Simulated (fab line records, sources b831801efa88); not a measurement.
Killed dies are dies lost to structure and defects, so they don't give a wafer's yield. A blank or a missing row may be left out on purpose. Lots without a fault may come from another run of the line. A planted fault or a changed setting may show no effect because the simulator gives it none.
fab line records | flow gf180mcu
record lots=5 wafers=15 last_day=33
route steps=602 shown V1@343 M2@362
lots that met no fault: from a run of the same line without faults
start_h: hours from the record's first day to the start of the lot's first wafer shown | wait_h: hours since the lot's step before | " the same as in the row above | L1.1+2: a row that stands for several wafers | - no value, or no start given | * or withheld: withheld | < > ~ a bound
route shown NAME@n: a module of which the file shows steps, and the number in the route of the first | usual: mean/standard deviation of fault-free wafers | same: alike in all rows | chamber/n: place in a boat | sites: the reading at each site | _std_site: their standard deviation | _edge_site: outer sites' mean less inner sites' | radius_mm: how far each site lies from the wafer's centre | mask NAME#n: copy n | behind: the tool/chamber that last shaped the wafer | hold: why the lot was held/for how many hours/how that ended | device: the transistor (n, p or np) that didn't switch | end of line: the same wafers' tests at the end of the route | a step without rows: its recipe alone | killed: dies lost to structure and defects at the first sort, not the wafer's yield | map: a wafer's dies, x killed, . not, _ none there
set.NAME: the setting as run; set.NAME@STEP: as run at that earlier step | model.NAME: the simulator's own value behind a step, which no gauge read
lots at some steps of the route; a table a step, a row a wafer
services: from which hour (start_h, from the record's first day; less than 0 if before it) a tool's chamber was out of use, for how many hours, and why
## steps
# step GF_V1_COAT_08
# recipe resist=BARC temp_c=withheld time_s=withheld spin_rpm=withheld resist_thk_nm=withheld
# columns lot.wafer tool chamber start_h wait_h
L074.3+4+6 litho_track-02 0 402.71 0.1
L076.2+4+5 litho_track-01 0 420.77 0.1
L077.2+4+6 litho_track-04 0 429.49 0.1
L080.4+5+6 litho_track-02 0 463.29 0.1
L093.2+3+4 litho_track-02 0 566.04 0.1
# step GF_V1_COAT_09
# recipe resist=KrF spin_rpm=withheld resist_thk_nm=1000
# columns lot.wafer tool chamber start_h wait_h
L074.3+4+6 litho_track-02 0 - -
L076.2+4+5 litho_track-01 0 - -
L077.2+4+6 litho_track-04 0 - -
L080.4+5+6 litho_track-02 0 - -
L093.2+3+4 litho_track-02 0 - -
# step GF_V1_SOFTBAKE_10
# recipe temp_c=130 time_s=60 resist=KrF
# columns lot.wafer tool chamber start_h wait_h
L074.3+4+6 litho_track-02 0 - -
L076.2+4+5 litho_track-01 0 - -
L077.2+4+6 litho_track-04 0 - -
L080.4+5+6 litho_track-02 0 - -
L093.2+3+4 litho_track-02 0 - -
# step GF_V1_EXPOSE_11
# recipe mask_id=Via1 target_cd_nm=260 na=0.68 source_shape=conventional sigma_outer=0.6 dose_mj=38
# columns lot.wafer tool chamber start_h wait_h mask
L074.3+4+6 krf_scanner-02 0 - - Via1#0
L076.2+4+5 krf_scanner-01 0 - - Via1#0
L077.2+4+6 krf_scanner-02 0 - - Via1#0
L080.4+5+6 krf_scanner-02 0 - - Via1#0
L093.2+3+4 krf_scanner-02 0 - - Via1#0
# step GF_V1_PEB_12
# recipe peb_temp_c=135 peb_time_s=90 resist=KrF
# columns lot.wafer tool chamber start_h wait_h
L074.3+4+6 litho_track-01 0 - -
L076.2+4+5 litho_track-02 0 - -
L077.2+4+6 litho_track-02 0 - -
L080.4+5+6 litho_track-02 0 - -
L093.2+3+4 litho_track-01 0 - -
# step GF_V1_DEVELOP_13
# recipe develop_time_s=60 resist=KrF dev_temp_c=21
# columns lot.wafer tool chamber start_h wait_h
L074.3+4+6 litho_track-01 0 414.09 0.1
L076.2+4+5 litho_track-02 0 433.09 0.2
L077.2+4+6 litho_track-02 0 441.54 0.2
L080.4+5+6 litho_track-02 0 475.64 0.1
L093.2+3+4 litho_track-01 0 576.81 0.2
# step GF_V1_CD_MEAS_14
# recipe target_cd_nm=260
# usual cd_nm=260.0/1.3
# columns lot.wafer tool chamber start_h wait_h cd_nm
L074.3 cd_sem-01 - 414.23 0.1 259.2
L074.4 " - " " 258.0
L074.6 " - " " 259.8
L076.2 cd_sem-02 - 433.23 0.1 261.3
L076.4 " - " " 261.8
L076.5 " - " " 260.9
L077.2 cd_sem-02 - 441.68 0.1 261.3
L077.4 " - " " 263.2
L077.6 " - " " 262.6
L080.4 cd_sem-01 - 475.77 0.1 257.6
L080.5 " - " " 257.7
L080.6 " - " " 258.3
L093.2 cd_sem-01 - 576.96 0.1 259.9
L093.3 " - " " 258.8
L093.4 " - " " 259.4
# step GF_V1_OVL_MEAS_15
# usual V1_OVL=2/5.3
# columns lot.wafer tool chamber start_h wait_h V1_OVL[nm]
L074.3 overlay-01 - 414.32 0.1 -1
L074.4 " - " " 5
L074.6 " - " " 6
L076.2 overlay-01 - 433.34 0.1 0
L076.4 " - " " 9
L076.5 " - " " 7
L077.2 overlay-02 - 441.79 0.1 -1
L077.4 " - " " -2
L077.6 " - " " 0
L080.4 overlay-02 - 475.85 0.1 0
L080.5 " - " " 2
L080.6 " - " " -1
L093.2 overlay-01 - 577.06 0.1 -3
L093.3 " - " " 2
L093.4 " - " " -4
# step GF_V1_ETCH_16
# recipe chemistry=N2/H2 target_depth_a=withheld overetch_a=withheld time_s=withheld target=BARC ion_energy_ev=200 source_w=500 bias_w=100 pressure_mtorr=30 n2_flow_sccm=100 h2_flow_sccm=200
# usual drypump_motor_current_A=5.7/0.54 oes_product_au=0.856/0.0042 throttle_valve_pct=13.224/0.0087
# columns lot.wafer tool chamber start_h wait_h drypump_motor_current_A oes_product_au throttle_valve_pct
L074.3 rie_diel-04 3 414.35 0.0 6.7 0.849 13.221
L074.4 " 2 " " 5.9 0.857 13.227
L074.6 " 1 " " 6.1 0.854 13.213
L076.2 rie_diel-04 1 433.37 0.0 6.1 0.857 13.233
L076.4 " 3 " " 6.7 0.852 13.225
L076.5 " 2 " " 5.9 0.857 13.219
L077.2 rie_diel-01 3 441.82 0.0 4.7 0.850 13.229
L077.4 " 1 " " 5.0 0.854 13.214
L077.6 " 3 " " 4.7 0.861 13.220
L080.4 rie_diel-04 3 475.89 0.0 6.7 0.860 13.221
L080.5 " 0 " " 5.3 0.851 13.221
L080.6 " 2 " " 5.9 0.857 13.213
L093.2 rie_diel-02 3 577.09 0.0 5.6 0.852 13.228
L093.3 " 1 " " 5.9 0.853 13.225
L093.4 " 2 " " 5.5 0.857 13.228
# step GF_V1_ETCH_17
# recipe chemistry=C4F8/O2/Ar mask_material=KrF target=SiO2 stop_on=TiN source_w=1500 bias_w=1200 pressure_mtorr=40 c4f8_flow_sccm=withheld O2_flow_sccm=6 Ar_flow_sccm=300 time_s=withheld target_depth_a=6300
# usual oes_product_au=0.855/0.0042
# columns lot.wafer tool chamber start_h wait_h oes_product_au
L074.3 rie_diel-04 3 - - 0.858
L074.4 " 2 " " 0.855
L074.6 " 1 " " 0.856
L076.2 rie_diel-04 1 - - 0.853
L076.4 " 3 " " 0.852
L076.5 " 2 " " 0.852
L077.2 rie_diel-01 0 - - 0.847
L077.4 " 2 " " 0.854
L077.6 " 1 " " 0.852
L080.4 rie_diel-04 3 - - 0.847
L080.5 " 0 " " 0.854
L080.6 " 2 " " 0.862
L093.2 rie_diel-02 3 - - 0.860
L093.3 " 1 " " 0.858
L093.4 " 2 " " 0.853
# step GF_V1_STRIP_18
# recipe chemistry=O2/N2 power_w=1400 pressure_mtorr=1500 platen_temp_c=250 o2_flow_sccm=3000 n2_flow_sccm=300 overash_fraction=0.5
# usual drypump_motor_current_A=5.7/0.68 heater_power_w=344/19 oes_product_au=0.592/0.0051
# columns lot.wafer tool chamber start_h wait_h drypump_motor_current_A heater_power_w oes_product_au rf_hours_counter_h
L074.3 plasma_asher-02 0 414.51 - 5.4 326 0.592 -
L074.4 " 1 " " 5.4 350 0.585 -
L074.6 " 1 " " 5.3 348 0.598 -
L076.2 plasma_asher-01 1 433.50 - 5.2 355 0.588 0
L076.4 " 0 " " 6.6 367 0.595 -
L076.5 " 1 " " 5.2 352 0.594 -
L077.2 plasma_asher-04 0 441.95 - 4.9 351 0.592 82
L077.4 " 1 " " 6.6 325 0.600 -
L077.6 " 1 " " 6.6 320 0.592 -
L080.4 plasma_asher-04 1 476.03 - 6.6 313 0.597 -
L080.5 " 0 " " 4.9 351 0.580 -
L080.6 " 1 " " 6.6 319 0.591 -
L093.2 plasma_asher-02 1 577.22 - 5.3 344 0.589 45
L093.3 " 0 " " 5.4 332 0.597 -
L093.4 " 1 " " 5.3 345 0.589 -
# step GF_V1_STRIP_19
# recipe chemistry=post_etch_residue_remover time_s=1200 temp_c=72.5
# columns lot.wafer tool chamber start_h wait_h
L074.3+4+6 wet_bench-02 3 414.58 0.0
L076.2+4+5 wet_bench-03 2 433.60 0.1
L077.2+4+6 wet_bench-04 1 442.05 0.1
L080.4+5+6 wet_bench-04 2 476.10 0.0
L093.2+3+4 wet_bench-04 3 577.32 0.1
# step GF_V1_CLEAN_20
# recipe chemistry=DIW dry=n2_spin
# columns lot.wafer tool chamber start_h wait_h
L074.3+4+6 wet_bench-04 2 414.92 0.0
L076.2+4+5 wet_bench-02 2 433.94 0.0
L077.2+4+6 wet_bench-03 2 442.39 0.0
L080.4+5+6 wet_bench-03 2 476.44 0.0
L093.2+3+4 wet_bench-03 1 577.70 0.0
# step GF_V1_SPUTTER_21
# recipe material=Ti target_thk_nm=15 chamber_pressure_pa=5.081 power_w=2500 substrate_temp_c=200 time_s=80.02
# usual chamber_pressure_pa=5.080/0.0089 throttle_valve_pct=29.9/0.84
# columns lot.wafer tool chamber start_h wait_h chamber_pressure_pa throttle_valve_pct
L074.3 pvd_sputter-01 - 415.02 0.0 5.097 29.0
L074.4 " - " " 5.075 31.6
L074.6 " - " " 5.079 31.6
L076.2 pvd_sputter-04 - 434.03 0.0 5.074 29.3
L076.4 " - " " 5.094 30.5
L076.5 " - " " 5.068 29.5
L077.2 pvd_sputter-02 - 442.48 0.0 5.102 29.0
L077.4 " - " " 5.079 29.0
L077.6 " - " " 5.062 30.5
L080.4 pvd_sputter-04 - 476.53 0.0 5.080 30.7
L080.5 " - " " 5.070 30.7
L080.6 " - " " 5.066 30.5
L093.2 pvd_sputter-01 - 577.79 0.0 5.080 29.4
L093.3 " - " " 5.085 29.2
L093.4 " - " " 5.098 28.9
# step GF_V1_SPUTTER_22
# recipe material=TiN target_thk_nm=10 chamber_pressure_pa=5 power_w=4000 time_s=40
# usual chamber_pressure_pa=4.999/0.011 throttle_valve_pct=29.8/0.86
# columns lot.wafer tool chamber start_h wait_h chamber_pressure_pa throttle_valve_pct
L074.3 pvd_sputter-01 - 415.08 0.0 4.994 29.0
L074.4 " - " " 4.986 31.6
L074.6 " - " " 4.993 31.5
L076.2 pvd_sputter-04 - 434.09 0.0 4.999 29.1
L076.4 " - " " 4.986 30.6
L076.5 " - " " 4.987 29.3
L077.2 pvd_sputter-02 - 442.54 0.0 5.007 29.0
L077.4 " - " " 4.992 29.2
L077.6 " - " " 5.004 30.5
L080.4 pvd_sputter-04 - 476.59 0.0 5.011 30.1
L080.5 " - " " 4.985 31.0
L080.6 " - " " 5.018 30.1
L093.2 pvd_sputter-01 - 577.85 0.0 4.988 29.0
L093.3 " - " " 5.001 29.1
L093.4 " - " " 5.001 28.7
# step GF_V1_CVD_23
# recipe material=W target_thk_nm=350 time_s=105.05 temp_c=400 pressure_torr=40
# usual heater_power_w=796/85
# columns lot.wafer tool chamber start_h wait_h heater_power_w since_wet_clean_h
L074.3 cvd_w-01 1 415.19 0.1 853 -
L074.4 " 1 " " 854 -
L074.6 " 1 " " 877 -
L076.2 cvd_w-02 1 434.13 0.0 621 30
L076.4 " 1 " " 634 -
L076.5 " 1 " " 635 -
L077.2 cvd_w-01 1 442.58 0.0 835 539
L077.4 " 1 " " 839 -
L077.6 " 0 " " 824 -
L080.4 cvd_w-02 1 476.67 0.1 634 -
L080.5 " 1 " " 644 -
L080.6 " 0 " " 825 -
L093.2 cvd_w-02 0 577.89 0.0 819 174
L093.3 " 1 " " 641 -
L093.4 " 0 " " 842 -
# step GF_V1_RS_MEAS_24
# recipe thk_meas_gauge=four-point-probe reads=W_of_V1_CVD_23+TiN_of_V1_SPUTTER_22+Ti_of_V1_SPUTTER_21
# usual V1_W_RS=0.328/0.0045
# columns lot.wafer tool chamber start_h wait_h V1_W_RS[ohm/sq]
L074.3 film_metro-02 - 415.38 0.2 0.332
L074.4 " - " " 0.337
L074.6 " - " " 0.333
L076.2 film_metro-02 - 434.26 0.1 0.328
L076.4 " - " " 0.331
L076.5 " - " " 0.327
L077.2 film_metro-01 - 442.71 0.1 0.334
L077.4 " - " " 0.334
L077.6 " - " " 0.323
L080.4 film_metro-02 - 476.80 0.1 0.334
L080.5 " - " " 0.329
L080.6 " - " " 0.326
L093.2 film_metro-01 - 578.02 0.1 0.329
L093.3 " - " " 0.333
L093.4 " - " " 0.330
# step GF_V1_THK_MEAS_25
# recipe thk_meas_gauge=xrf reads=W_of_V1_CVD_23
# usual V1_W_THK=357/5.6
# columns lot.wafer tool chamber start_h wait_h V1_W_THK[nm]
L074.3 film_metro-02 - 415.48 0.1 350
L074.4 " - " " 344
L074.6 " - " " 349
L076.2 film_metro-02 - 434.37 0.1 354
L076.4 " - " " 351
L076.5 " - " " 353
L077.2 film_metro-01 - 442.82 0.1 354
L077.4 " - " " 354
L077.6 " - " " 367
L080.4 film_metro-02 - 476.89 0.1 346
L080.5 " - " " 351
L080.6 " - " " 353
L093.2 film_metro-01 - 578.13 0.1 352
L093.3 " - " " 348
L093.4 " - " " 349
# step GF_V1_CMP_26
# recipe stop_on=SiO2 down_force_psi=3.5 platen_rpm=60 t_overpolish_s=15 target_thk_nm=0 pad_velocity_m_s=0.94248
# usual edge_zone_pressure_frac=1.001/0.0053 motor_current_A=11.0/0.98 overpolish_run_s=14.999/0.0093 time_to_endpoint_s=83/5.7
# columns lot.wafer tool chamber start_h wait_h edge_zone_pressure_frac motor_current_A overpolish_run_s time_to_endpoint_s
L074.4 cmp-02 1 415.52 0.0 0.987 11.1 15.000 79
L074.3 " 2 " " 1.000 9.2 15.020 80
L074.6 " 2 " " 0.992 9.3 15.006 82
L076.4 cmp-01 1 434.42 0.0 1.014 12.5 15.000 85
L076.2 " 2 " " 1.001 11.6 14.987 76
L076.5 " 1 " " 1.004 11.6 15.001 84
L077.4 cmp-02 2 442.87 0.0 1.003 9.3 15.006 77
L077.2 " 1 " " 0.999 10.7 15.000 78
L077.6 " 2 " " 1.005 9.4 15.002 83
L080.4 cmp-01 3 477.07 0.2 1.007 11.1 14.991 88
L080.5 " 0 " " 1.000 11.6 14.985 97
L080.6 " 1 " " 0.994 11.5 15.007 89
L093.2 cmp-01 0 578.18 0.0 0.997 11.5 15.013 93
L093.3 " 1 " " 0.999 11.5 15.008 88
L093.4 " 3 " " 1.005 11.5 14.998 90
# step GF_M2_SPUTTER_00
# recipe material=Ti target_thk_nm=37.5 arriving_ion_energy_ev=80 substrate_temp_c=200 chamber_pressure_pa=2 power_w=4000 time_s=150
# usual chamber_pressure_pa=2.000/0.0045 throttle_valve_pct=29.8/0.96
# columns lot.wafer tool chamber start_h wait_h chamber_pressure_pa throttle_valve_pct
L074.3 pvd_sputter-03 - 415.82 0.2 2.001 31.8
L074.4 " - " " 2.008 30.0
L074.6 " - " " 2.001 30.1
L076.2 pvd_sputter-02 - 434.72 0.2 2.010 30.1
L076.4 " - " " 2.004 28.6
L076.5 " - " " 2.002 29.0
L077.2 pvd_sputter-03 - 443.17 0.1 1.998 30.0
L077.4 " - " " 2.002 31.5
L077.6 " - " " 1.998 30.1
L080.4 pvd_sputter-02 - 477.22 0.1 1.996 29.1
L080.5 " - " " 2.003 29.0
L080.6 " - " " 1.997 29.6
L093.2 pvd_sputter-01 - 578.48 0.2 1.990 30.8
L093.3 " - " " 2.006 28.9
L093.4 " - " " 1.997 29.0
# step GF_M2_SPUTTER_01
# recipe material=TiN target_thk_nm=30 power_w=6500 time_s=25 chamber_pressure_pa=0.4
# usual chamber_pressure_pa=0.4000/0.00074 throttle_valve_pct=29.8/0.94
# columns lot.wafer tool chamber start_h wait_h chamber_pressure_pa throttle_valve_pct
L074.3 pvd_sputter-03 - 415.92 0.1 0.3999 31.6
L074.4 " - " " 0.4001 30.0
L074.6 " - " " 0.3999 30.0
L076.2 pvd_sputter-02 - 434.82 0.1 0.4003 30.0
L076.4 " - " " 0.4000 29.0
L076.5 " - " " 0.4010 29.0
L077.2 pvd_sputter-03 - 443.27 0.1 0.4000 30.2
L077.4 " - " " 0.4000 31.4
L077.6 " - " " 0.3997 29.9
L080.4 pvd_sputter-02 - 477.32 0.1 0.3999 29.1
L080.5 " - " " 0.4008 29.0
L080.6 " - " " 0.4001 29.8
L093.2 pvd_sputter-01 - 578.58 0.1 0.4007 30.6
L093.3 " - " " 0.3990 29.1
L093.4 " - " " 0.4000 28.9
# step GF_M2_SPUTTER_02
# recipe material=AlCu target_thk_nm=450 power_w=10600 time_s=23.9 chamber_pressure_pa=0.4
# usual chamber_pressure_pa=0.4000/0.00082 throttle_valve_pct=29.8/0.95
# columns lot.wafer tool chamber start_h wait_h chamber_pressure_pa throttle_valve_pct
L074.3 pvd_sputter-03 - 415.95 0.0 0.4008 31.6
L074.4 " - " " 0.3990 30.1
L074.6 " - " " 0.3992 30.2
L076.2 pvd_sputter-02 - 434.85 0.0 0.4007 29.8
L076.4 " - " " 0.3983 29.0
L076.5 " - " " 0.3992 28.9
L077.2 pvd_sputter-03 - 443.30 0.0 0.3987 29.9
L077.4 " - " " 0.4004 31.5
L077.6 " - " " 0.3994 29.8
L080.4 pvd_sputter-02 - 477.35 0.0 0.4004 29.1
L080.5 " - " " 0.4003 29.0
L080.6 " - " " 0.3997 30.2
L093.2 pvd_sputter-01 - 578.61 0.0 0.4004 30.4
L093.3 " - " " 0.4010 29.2
L093.4 " - " " 0.4006 28.9
# step GF_M2_SPUTTER_03
# recipe material=Ti target_thk_nm=10 substrate_temp_c=300 chamber_pressure_pa=0.3 power_w=3000 time_s=6.7
# usual chamber_pressure_pa=0.3000/0.00055 throttle_valve_pct=29.8/0.95
# columns lot.wafer tool chamber start_h wait_h chamber_pressure_pa throttle_valve_pct
L074.3 pvd_sputter-03 - 415.98 0.0 0.3008 31.6
L074.4 " - " " 0.3007 30.0
L074.6 " - " " 0.3007 30.1
L076.2 pvd_sputter-02 - 434.88 0.0 0.2999 29.9
L076.4 " - " " 0.3004 28.7
L076.5 " - " " 0.2998 29.1
L077.2 pvd_sputter-03 - 443.33 0.0 0.2993 30.1
L077.4 " - " " 0.2996 31.7
L077.6 " - " " 0.2994 29.8
L080.4 pvd_sputter-02 - 477.38 0.0 0.3003 29.2
L080.5 " - " " 0.3003 28.8
L080.6 " - " " 0.2996 30.0
L093.2 pvd_sputter-01 - 578.64 0.0 0.2991 30.5
L093.3 " - " " 0.2994 29.1
L093.4 " - " " 0.2995 29.0
# step GF_M2_SPUTTER_04
# recipe material=TiN target_thk_nm=50 power_w=6500 time_s=41.7 chamber_pressure_pa=0.4
# usual chamber_pressure_pa=0.3999/0.00077 throttle_valve_pct=29.8/0.94
# columns lot.wafer tool chamber start_h wait_h chamber_pressure_pa throttle_valve_pct
L074.3 pvd_sputter-03 - 416.00 0.0 0.4001 31.7
L074.4 " - " " 0.4016 30.0
L074.6 " - " " 0.3997 30.2
L076.2 pvd_sputter-02 - 434.91 0.0 0.3991 29.8
L076.4 " - " " 0.3998 29.1
L076.5 " - " " 0.4000 29.1
L077.2 pvd_sputter-03 - 443.35 0.0 0.3989 29.9
L077.4 " - " " 0.3993 31.5
L077.6 " - " " 0.3979 29.9
L080.4 pvd_sputter-02 - 477.40 0.0 0.3983 29.0
L080.5 " - " " 0.3999 29.1
L080.6 " - " " 0.3999 30.0
L093.2 pvd_sputter-01 - 578.66 0.0 0.3992 30.5
L093.3 " - " " 0.3995 29.3
L093.4 " - " " 0.4000 29.0
# step GF_M2_RS_MEAS_05
# recipe thk_meas_gauge=four-point-probe reads=TiN_of_M2_SPUTTER_04+Ti_of_M2_SPUTTER_03+AlCu_of_M2_SPUTTER_02+TiN_of_M2_SPUTTER_01+Ti_of_M2_SPUTTER_00
# usual M2_ALCU_RS=0.0695/0.001
# columns lot.wafer tool chamber start_h wait_h M2_ALCU_RS[ohm/sq]
L074.3 film_metro-03 - 416.08 0.1 0.0704
L074.4 " - " " 0.0682
L074.6 " - " " 0.0684
L076.2 film_metro-01 - 434.96 0.0 0.0693
L076.4 " - " " 0.0693
L076.5 " - " " 0.0705
L077.2 film_metro-02 - 443.41 0.0 0.0690
L077.4 " - " " 0.0708
L077.6 " - " " 0.0695
L080.4 film_metro-01 - 477.50 0.1 0.0705
L080.5 " - " " 0.0705
L080.6 " - " " 0.0699
L093.2 film_metro-02 - 578.72 0.0 0.0704
L093.3 " - " " 0.0708
L093.4 " - " " 0.0712
# step GF_M2_THK_MEAS_06
# recipe thk_meas_gauge=xrf reads=AlCu_of_M2_SPUTTER_02
# usual M2_ALCU_THK=448/7.6
# columns lot.wafer tool chamber start_h wait_h M2_ALCU_THK[nm]
L074.3 film_metro-03 - 416.18 0.1 442
L074.4 " - " " 459
L074.6 " - " " 457
L076.2 film_metro-01 - 435.07 0.1 450
L076.4 " - " " 449
L076.5 " - " " 441
L077.2 film_metro-02 - 443.52 0.1 447
L077.4 " - " " 436
L077.6 " - " " 445
L080.4 film_metro-01 - 477.59 0.1 441
L080.5 " - " " 442
L080.6 " - " " 446
L093.2 film_metro-02 - 578.83 0.1 438
L093.3 " - " " 437
L093.4 " - " " 433
# step GF_M2_DEHYDRATE_07
# recipe temp_c=200 time_s=60
# columns lot.wafer tool chamber start_h wait_h
L074.3+4+6 litho_track-02 0 428.16 12.0
L076.2+4+5 litho_track-02 0 446.59 11.5
L077.2+4+6 litho_track-02 0 455.09 11.6
L080.4+5+6 litho_track-04 0 488.89 11.3
L093.2+3+4 litho_track-03 0 589.30 10.5
# step GF_M2_HMDS_08
# recipe prime_time_s=60 prime_temp_c=120
# columns lot.wafer tool chamber start_h wait_h
L074.3+4+6 litho_track-02 0 428.31 0.1
L076.2+4+5 litho_track-02 0 446.74 0.1
L077.2+4+6 litho_track-02 0 455.24 0.1
L080.4+5+6 litho_track-04 0 489.04 0.1
L093.2+3+4 litho_track-03 0 589.45 0.1
# step GF_M2_COAT_09
# recipe resist=KrF spin_rpm=withheld resist_thk_nm=1000
# columns lot.wafer tool chamber start_h wait_h
L074.3+4+6 litho_track-02 0 428.46 0.1
L076.2+4+5 litho_track-02 0 446.89 0.1
L077.2+4+6 litho_track-02 0 455.39 0.1
L080.4+5+6 litho_track-04 0 489.19 0.1
L093.2+3+4 litho_track-03 0 589.60 0.1
# step GF_M2_SOFTBAKE_10
# recipe temp_c=130 time_s=60 resist=KrF
# columns lot.wafer tool chamber start_h wait_h
L074.3+4+6 litho_track-02 0 428.61 0.1
L076.2+4+5 litho_track-02 0 447.04 0.1
L077.2+4+6 litho_track-02 0 455.54 0.1
L080.4+5+6 litho_track-04 0 489.34 0.1
L093.2+3+4 litho_track-03 0 589.75 0.1
# step GF_M2_EXPOSE_11
# recipe mask_id=Metal2 target_cd_nm=280 na=0.68 source_shape=conventional sigma_outer=0.6 dose_mj=28
# columns lot.wafer tool chamber start_h wait_h mask
L074.3+4+6 krf_scanner-02 0 - - Metal2#0
L076.2+4+5 krf_scanner-01 0 - - Metal2#0
L077.2+4+6 krf_scanner-02 0 - - Metal2#0
L080.4+5+6 krf_scanner-02 0 - - Metal2#0
L093.2+3+4 krf_scanner-02 0 - - Metal2#0
# step GF_M2_PEB_12
# recipe peb_temp_c=135 peb_time_s=90 resist=KrF
# columns lot.wafer tool chamber start_h wait_h
L074.3+4+6 litho_track-03 0 - -
L076.2+4+5 litho_track-03 0 - -
L077.2+4+6 litho_track-02 0 - -
L080.4+5+6 litho_track-02 0 - -
L093.2+3+4 litho_track-04 0 - -
# step GF_M2_DEVELOP_13
# recipe develop_time_s=60 dev_temp_c=21
# columns lot.wafer tool chamber start_h wait_h
L074.3+4+6 litho_track-03 0 439.82 0.1
L076.2+4+5 litho_track-03 0 459.20 0.2
L077.2+4+6 litho_track-02 0 467.29 0.2
L080.4+5+6 litho_track-02 0 501.64 0.1
L093.2+3+4 litho_track-04 0 599.84 0.2
# step GF_M2_CD_MEAS_14
# recipe target_cd_nm=280
# usual cd_nm=280.1/1.2
# columns lot.wafer tool chamber start_h wait_h cd_nm
L074.3 cd_sem-02 - 439.96 0.1 278.5
L074.4 " - " " 278.9
L074.6 " - " " 278.1
L076.2 cd_sem-02 - 459.34 0.1 280.2
L076.4 " - " " 279.4
L076.5 " - " " 279.2
L077.2 cd_sem-01 - 467.43 0.1 280.7
L077.4 " - " " 277.8
L077.6 " - " " 280.1
L080.4 cd_sem-01 - 501.77 0.1 280.8
L080.5 " - " " 279.7
L080.6 " - " " 280.0
L093.2 cd_sem-02 - 599.99 0.1 280.3
L093.3 " - " " 280.3
L093.4 " - " " 280.3
# step GF_M2_OVL_MEAS_15
# usual M2_OVL=-3/6
# columns lot.wafer tool chamber start_h wait_h M2_OVL[nm]
L074.3 overlay-02 - 440.06 0.1 -7
L074.4 " - " " 1
L074.6 " - " " -5
L076.2 overlay-02 - 459.45 0.1 -12
L076.4 " - " " -9
L076.5 " - " " -7
L077.2 overlay-02 - 467.54 0.1 1
L077.4 " - " " -1
L077.6 " - " " 0
L080.4 overlay-02 - 501.85 0.1 -8
L080.5 " - " " -3
L080.6 " - " " -24
L093.2 overlay-01 - 600.09 0.1 -3
L093.3 " - " " 3
L093.4 " - " " -6
# step GF_M2_METAL_ETCH_16
# recipe chemistry=Cl2/BCl3 mask_material=KrF target_depth_nm=750.8 stop_on=SiO2 pressure_mtorr=8 icp_w=800 bias_w=140 Cl2_flow_sccm=80 bcl3_flow_sccm=40 time_s=125.1
# usual bcl3_flow_sccm=40.01/0.13 drypump_motor_current_A=5.78/0.3 oes_product_au=0.987/0.0095 throttle_valve_pct=28.234/0.012
# columns lot.wafer tool chamber start_h wait_h bcl3_flow_sccm drypump_motor_current_A oes_product_au rf_hours_counter_h throttle_valve_pct
L074.3 rie_metal-02 0 440.12 0.1 39.92 5.71 0.998 - 28.233
L074.4 " 1 " " 39.96 6.07 0.999 - 28.228
L074.6 " 0 " " 39.93 5.68 1.002 - 28.232
L076.2 rie_metal-01 1 459.48 0.0 40.06 5.58 0.983 9 28.233
L076.4 " 1 " " 40.10 5.55 0.987 - 28.239
L076.5 " 0 " " 40.10 5.30 0.988 - 28.244
L077.2 rie_metal-02 1 467.57 0.0 40.10 6.07 0.989 5 28.230
L077.4 " 0 " " 39.77 5.72 0.992 - 28.240
L077.6 " 0 " " 39.98 5.70 1.000 - 28.214
L080.4 rie_metal-04 1 501.91 0.1 40.08 6.36 0.981 - 28.233
L080.5 " 1 " " 40.04 6.36 0.975 - 28.236
L080.6 " 0 " " 40.13 5.70 0.968 - 28.263
L093.2 rie_metal-02 0 600.16 0.1 40.02 5.69 1.000 - 28.217
L093.3 " 0 " " 40.09 5.69 1.000 - 28.212
L093.4 " 0 " " 40.03 5.71 0.983 - 28.216
# step GF_M2_STRIP_17
# recipe chemistry=O2/N2 power_w=1400 pressure_mtorr=1500 platen_temp_c=250 o2_flow_sccm=3000 n2_flow_sccm=300 overash_fraction=0.5
# usual drypump_motor_current_A=5.7/0.53 heater_power_w=347/28 oes_product_au=0.540/0.0059 strip_time_to_endpoint_s=7.41/0.076
# columns lot.wafer tool chamber start_h wait_h drypump_motor_current_A heater_power_w oes_product_au rf_hours_counter_h strip_time_to_endpoint_s
L074.3 plasma_asher-01 1 440.24 0.1 5.2 351 0.533 - 7.35
L074.4 " 0 " " 6.6 359 0.542 - 7.44
L074.6 " 1 " " 5.2 352 0.536 - 7.32
L076.2 plasma_asher-03 0 459.61 0.1 5.6 372 0.538 75 7.46
L076.4 " 0 " " 5.6 366 0.536 - 7.44
L076.5 " 1 " " 5.5 292 0.540 - 7.43
L077.2 plasma_asher-03 1 467.70 0.1 5.5 289 0.530 76 7.40
L077.4 " 0 " " 5.6 374 0.527 - 7.29
L077.6 " 1 " " 5.5 291 0.538 - 7.35
L080.4 plasma_asher-01 0 502.03 0.1 6.6 363 0.542 - 7.44
L080.5 " 0 " " 6.6 371 0.545 - 7.47
L080.6 " 1 " " 5.2 362 0.541 - 7.51
L093.2 plasma_asher-01 1 600.38 0.2 5.2 355 0.542 18 7.34
L093.3 " 0 " " 6.6 363 0.533 - 7.29
L093.4 " 1 " " 5.2 356 0.524 - 7.29
# step GF_M2_STRIP_18
# recipe chemistry=post_etch_residue_remover time_s=1200 temp_c=72.5
# columns lot.wafer tool chamber start_h wait_h
L074.3+4+6 wet_bench-01 0 440.31 0.0
L076.2+4+5 wet_bench-03 0 459.71 0.1
L077.2+4+6 wet_bench-01 0 467.80 0.1
L080.4+5+6 wet_bench-02 3 502.10 0.0
L093.2+3+4 wet_bench-03 0 600.48 0.1
# step GF_M2_CLEAN_19
# recipe chemistry=DIW dry=n2_spin
# columns lot.wafer tool chamber start_h wait_h
L074.3+4+6 wet_bench-03 3 440.68 0.0
L076.2+4+5 wet_bench-02 1 460.08 0.0
L077.2+4+6 wet_bench-03 1 468.14 0.0
L080.4+5+6 wet_bench-01 2 502.47 0.0
L093.2+3+4 wet_bench-01 0 600.85 0.0
## services
# columns tool chamber start_h hours kind
cmp-01 - 380.60 2.5 repair
rie_diel-04 - 383.89 0.6 repair
krf_scanner-02 - 387.02 0.8 pm
cvd_w-02 - 390.00 14.0 pm
rie_metal-02 1 403.92 6.8 repair
krf_scanner-02 - 415.93 4.0 pm
plasma_asher-01 - 421.25 9.0 pm
pvd_sputter-03 - 427.30 15.2 repair
krf_scanner-02 - 433.94 0.5 repair
krf_scanner-02 - 434.44 1.3 pm
rie_diel-04 1 434.55 49.4 repair
cvd_w-02 1 441.61 5.0 repair
cvd_w-02 0 442.95 15.1 repair
cmp-01 - 454.07 0.5 repair
plasma_asher-01 - 461.27 5.4 repair
krf_scanner-02 - 468.46 7.2 pm
krf_scanner-02 - 505.11 1.0 pm
pvd_sputter-04 - 534.53 3.6 repair
pvd_sputter-04 - 546.02 7.4 repair
krf_scanner-02 - 555.82 0.8 pm
rie_diel-04 0 556.22 13.1 repair
rie_diel-04 3 575.00 7.5 repair
plasma_asher-01 - 587.68 0.8 repair
krf_scanner-02 - 593.24 0.6 repair
## key
fault none
